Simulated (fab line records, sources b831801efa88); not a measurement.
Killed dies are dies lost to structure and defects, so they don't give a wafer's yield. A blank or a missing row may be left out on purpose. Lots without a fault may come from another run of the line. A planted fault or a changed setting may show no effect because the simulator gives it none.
Chamber matching | flow gf180mcu | GF_POLY_GATE_ETCH_13 on rie_si-01: 3 sister chambers
The step etches poly-Si in HBr/Cl2, stops on SiO2, target depth 198.5 nm, time 69.6 s. 14 wafers are shown with their chamber, then 5 later ones without.

WAFERS WITH THEIR CHAMBER
wafer  | chamber | drypump_motor_current_A (A) | oes_product_au (a.u.) | throttle_valve_pct (%)
L167.1 | 3       | 5.71                        | 0.997                 | 33.681
L167.4 | 0       | 5.79                        | 0.997                 | 33.693
L167.5 | 1       | 5.11                        | 0.988                 | 33.683
L168.1 | 0       | 5.80                        | 0.992                 | 33.691
L168.5 | 1       | 5.11                        | 0.974                 | 33.689
L168.6 | 3       | 5.69                        | 0.997                 | 33.690
L169.3 | 0       | 5.80                        | 0.991                 | 33.686
L169.4 | 1       | 5.10                        | 0.973                 | 33.682
L169.6 | 3       | 5.71                        | 0.996                 | 33.686
L173.3 | 0       | 5.82                        | 0.993                 | 33.679
L173.4 | 3       | 5.71                        | 0.995                 | 33.704
L173.5 | 0       | 5.78                        | 0.994                 | 33.670
L177.1 | 0       | 5.82                        | 0.997                 | 33.693
L177.3 | 3       | 5.68                        | 0.984                 | 33.681

SIGNATURES (means of the wafers above)
reading                 | chamber 0 | chamber 1 | chamber 3 | scatter within a chamber
drypump_motor_current_A | 5.8017    | 5.1067    | 5.7000    | 0.014
oes_product_au          | 0.99400   | 0.97833   | 0.99380   | 0.00518
throttle_valve_pct      | 33.68533  | 33.68467  | 33.68840  | 0.00861
Rule: a wafer's distance from a chamber is the root of the sum, over the readings, of the square of ((its reading less the chamber's mean) divided by the reading's scatter). The wafer belongs to the nearest chamber; if the next one is less than 2 further off, it can't be placed. The scatter: the root of (the sum of the squares of (reading less its chamber's mean) over the shown wafers, divided by (wafers less chambers)).

WAFERS WITHOUT THEIR CHAMBER
wafer  | drypump_motor_current_A (A) | oes_product_au (a.u.) | throttle_valve_pct (%)
L177.6 | 5.70                        | 0.984                 | 33.682
L179.3 | 5.68                        | 0.995                 | 33.688
L179.5 | 5.69                        | 0.998                 | 33.698
L185.3 | 5.70                        | 0.994                 | 33.684
L185.6 | 5.70                        | 1.001                 | 33.680

WHICH CHAMBER EACH WENT THROUGH
wafer  | from the rows above | in truth
L177.6 | 3                   | 3
L179.3 | 3                   | 3
L179.5 | 3                   | 3
L185.3 | 3                   | 3
L185.6 | 3                   | 3
Placed correctly: 5 of 5. Can't be placed from these rows: 0. Placed wrongly: 0.
